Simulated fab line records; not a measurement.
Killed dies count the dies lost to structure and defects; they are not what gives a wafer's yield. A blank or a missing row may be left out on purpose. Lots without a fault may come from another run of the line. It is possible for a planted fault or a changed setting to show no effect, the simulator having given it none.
One fault seen from 2 desks + flow gf180mcu + each desk holds nothing but its own numbers, with what lay behind them at the end

FOR THE TOOL OWNER'S DESK: rie-diel-03
The tool's own readings at GF_STI_ETCH_13 (etches the open film in CHF3/O2, stops on Si, target depth 282.31 nm, time 112.9 s): means of the sampled wafers that have a number, for each lot that ran on this tool. A lot is out of limits, marked OUT, if its mean lies more than 4 standard deviations from the usual mean; the brackets give that distance.
Columns: A = bias-w at GF_STI_ETCH_13, usual 199.9 W; B = drypump-motor-current-A at GF_STI_ETCH_13, usual 5.6 A; C = oes-product-au at GF_STI_ETCH_13, usual 0.831 a.u.; D = throttle-valve-pct at GF_STI_ETCH_13, usual 8.809 %
| lot  | first seen here | A     | B   | C     | D     |
|------|-----------------|-------|-----|-------|-------|
| L368 | day 2 04:05     | 200.3 | 5.2 | 0.822 | 8.804 |
| L369 | day 2 06:55     | 200.2 | 5.2 | 0.829 | 8.811 |
| L372 | day 2 21:56     | 199.5 | 5.3 | 0.826 | 8.808 |
| L386 | day 5 22:07     | 199.6 | 5.3 | 0.825 | 8.802 |
| L387 | day 6 02:14     | 199.6 | 5.3 | 0.835 | 8.805 |
| L389 | day 6 15:14     | 200.2 | 5.2 | 0.833 | 8.803 |
| L391 | day 7 03:17     | 199.5 | 5.3 | 0.836 | 8.809 |
This desk found nothing out of limits on any of the 7 lots.

THE METROLOGY DESK
What the gauges read, lot by lot, whatever tool the lot ran on: means of the sampled wafers that have a number. A lot is out of limits, marked OUT, if its mean lies more than 4 standard deviations from the usual mean; the brackets give that distance.
Columns: A = TOP_METAL_OVL at GF_TOP_METAL_OVL_MEAS_15, usual -0.3 nm
| lot  | first seen here | A    |
|------|-----------------|------|
| L368 | day 28 02:22    | -1.6 |
| L369 | day 28 05:07    | -0.6 |
| L371 | day 28 17:10    | 0.2  |
| L372 | day 29 02:49    | -0.6 |
| L380 | day 31 12:07    | -0.0 |
| L381 | day 31 18:08    | -1.7 |
| L385 | day 32 16:14    | -1.5 |
| L384 | day 32 23:29    | -0.0 |
| L386 | day 33 02:13    | -1.4 |
| L387 | day 33 06:01    | -1.5 |
| L389 | day 33 20:02    | -0.1 |
| L390 | day 34 00:25    | -2.9 |
| L391 | day 34 09:15    | 1.4  |
This desk found nothing out of limits on any of the 13 lots.

BROUGHT TOGETHER
The desk of the tool owner found nothing out of limits.
From the metrology desk's view, nothing was out of limits.

WHAT WAS PUT IN BY THE SIMULATOR
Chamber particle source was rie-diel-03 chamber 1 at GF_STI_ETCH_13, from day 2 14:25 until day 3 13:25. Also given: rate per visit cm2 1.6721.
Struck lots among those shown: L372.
